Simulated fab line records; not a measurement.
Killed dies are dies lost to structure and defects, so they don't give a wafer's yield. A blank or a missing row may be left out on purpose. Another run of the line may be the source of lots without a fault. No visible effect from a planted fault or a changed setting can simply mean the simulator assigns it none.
Chamber matching ; flow sky130 ; SKY_VIA3_ETCH_14 on rie diel-04: 4 sister chambers
The step etches BARC in N2/H2, stops on SiO2, time 45.9 s, target depth 60 nm. 8 wafers are shown with their chamber, then 8 later ones without.

## WAFERS PAIRED WITH THEIR CHAMBERS
wafer;chamber;drypump motor current A (A);throttle valve pct (%)
L081.2;0;6.0;13.225
L081.5;1;5.1;13.219
L085.2;2;6.5;13.210
L085.5;3;6.1;13.220
L087.1;1;5.1;13.225
L087.2;0;6.1;13.230
L087.3;3;6.0;13.216
L089.1;2;6.5;13.226

## WAFERS WITH NO CHAMBER GIVEN
wafer;drypump motor current A (A);throttle valve pct (%)
L089.4;6.1;13.239
L089.6;5.1;13.213
L092.1;6.5;13.216
L092.2;6.1;13.238
L092.6;6.1;13.233
L093.2;6.0;13.204
L093.3;6.1;13.209
L093.4;6.5;13.221

## WHICH CHAMBER EACH ONE RAN IN
wafer;from the rows above;in truth
L089.4;can't be placed: 0 or 3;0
L089.6;1;1
L092.1;2;2
L092.2;can't be placed: 0 or 3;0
L092.6;can't be placed: 0 or 3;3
L093.2;can't be placed: 3 or 0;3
L093.3;can't be placed: 3 or 0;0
L093.4;2;2
Correct placement for 3 of the 8. Can't be placed from these rows: 5 (the true chamber is among the candidates in 5). Placed wrongly: 0.
How it was worked out, from the rows above alone: a wafer's distance from a chamber is the root of the sum, over the readings, of the square of ((its reading less the chamber's mean) divided by the reading's scatter). The wafer belongs to the nearest chamber; if the next one is less than 2 further off, it can't be placed. For every chamber, the mean is computed from those of its wafers that are shown. The scatter: take each reading less its chamber's mean, square it, sum over the shown wafers, divide by the number of wafers less the number of chambers, and take the root.
